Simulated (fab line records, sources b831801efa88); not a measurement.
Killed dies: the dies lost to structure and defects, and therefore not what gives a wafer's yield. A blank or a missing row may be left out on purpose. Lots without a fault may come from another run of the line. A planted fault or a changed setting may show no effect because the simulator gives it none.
2 desks looking at one fault :: flow gf180mcu :: only its own numbers are on each desk; what lay behind them is given at the end

TOOL OWNER'S DESK, implanter-04
The tool's own readings at GF_MVSD_IMPLANT_08, given as means over the sampled wafers that have a number, one for each lot that went through this tool. A lot is out of limits, marked OUT, if its mean lies more than 4 standard deviations from the usual mean; the brackets give that distance.
Columns: A = beam_energy_keV at GF_MVSD_IMPLANT_08, usual 400.02; B = tilt_deg at GF_MVSD_IMPLANT_08, usual 0.005 degrees
lot: L316
first seen here: day 5 06:21
A: 399.96
B: 0.023

lot: L323
first seen here: day 7 11:50
A: 376.46 (-99 or more) OUT
B: -0.011

lot: L326
first seen here: day 8 01:41
A: 376.41 (-99 or more) OUT
B: 0.012
This desk's finding: out of limits on L323, L326; first on L323, day 7 11:50 (beam_energy_keV at GF_MVSD_IMPLANT_08). In limits: L316.

AT THE METROLOGY DESK
What the gauges read for every lot (on any tool): the sampled wafers with a number, averaged. A lot is out of limits, marked OUT, if its mean lies more than 4 standard deviations from the usual mean; the brackets give that distance.
Columns: A = STI_OXIDATION_THK at GF_STI_THK_MEAS_02, usual 10.04 nm; B = MVSD_RS at GF_VT_IMPLANT_RS_MEAS_46, usual 456.4 ohm/sq
lot: L312
first seen here: day 1 11:31
A: 10.03
B: 454.8

lot: L313
first seen here: day 1 16:31
A: 10.14
B: 456.0

lot: L314
first seen here: day 1 22:43
A: 10.11
B: 456.9

lot: L316
first seen here: day 2 07:46
A: 9.90
B: 456.8

lot: L323
first seen here: day 3 19:13
A: 10.09
B: 462.5 (+5.5) OUT

lot: L326
first seen here: day 4 11:35
A: 10.10
B: 462.7 (+5.7) OUT

lot: L328
first seen here: day 4 19:59
A: 10.07
B: 456.2

lot: L330
first seen here: day 5 09:29
A: 10.29
B: 456.3

lot: L331
first seen here: day 5 13:34
A: 10.15
B: 457.5

lot: L332
first seen here: day 5 20:11
A: 10.04
B: 456.8

lot: L334
first seen here: day 6 02:56
A: 10.08
B: 452.8

lot: L335
first seen here: day 6 10:08
A: 10.09
B: 457.1
Per this desk, out of limits: L323, L326; the first was L323, day 11 02:38 (MVSD_RS at GF_VT_IMPLANT_RS_MEAS_46). In limits: L312, L313, L314, L316, L328, L330, L331, L332, L334, L335.

ALL TOGETHER
The tool owner's desk could have raised an alarm at day 7 11:50, on L323, L326.
An alarm was possible from the metrology desk at day 11 02:38, on L323, L326.
Of the lots named, all ran GF_MVSD_IMPLANT_08 on implanter-04.

WHAT THE SIMULATOR HAD INSERTED
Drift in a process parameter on implanter-04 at GF_MVSD_IMPLANT_08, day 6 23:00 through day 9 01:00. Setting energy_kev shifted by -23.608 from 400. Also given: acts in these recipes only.
Shown lots that were struck: L323, L326.
Fault start to first reading out of limits, in hours, per desk: tool owner, 13; metrology, 100.
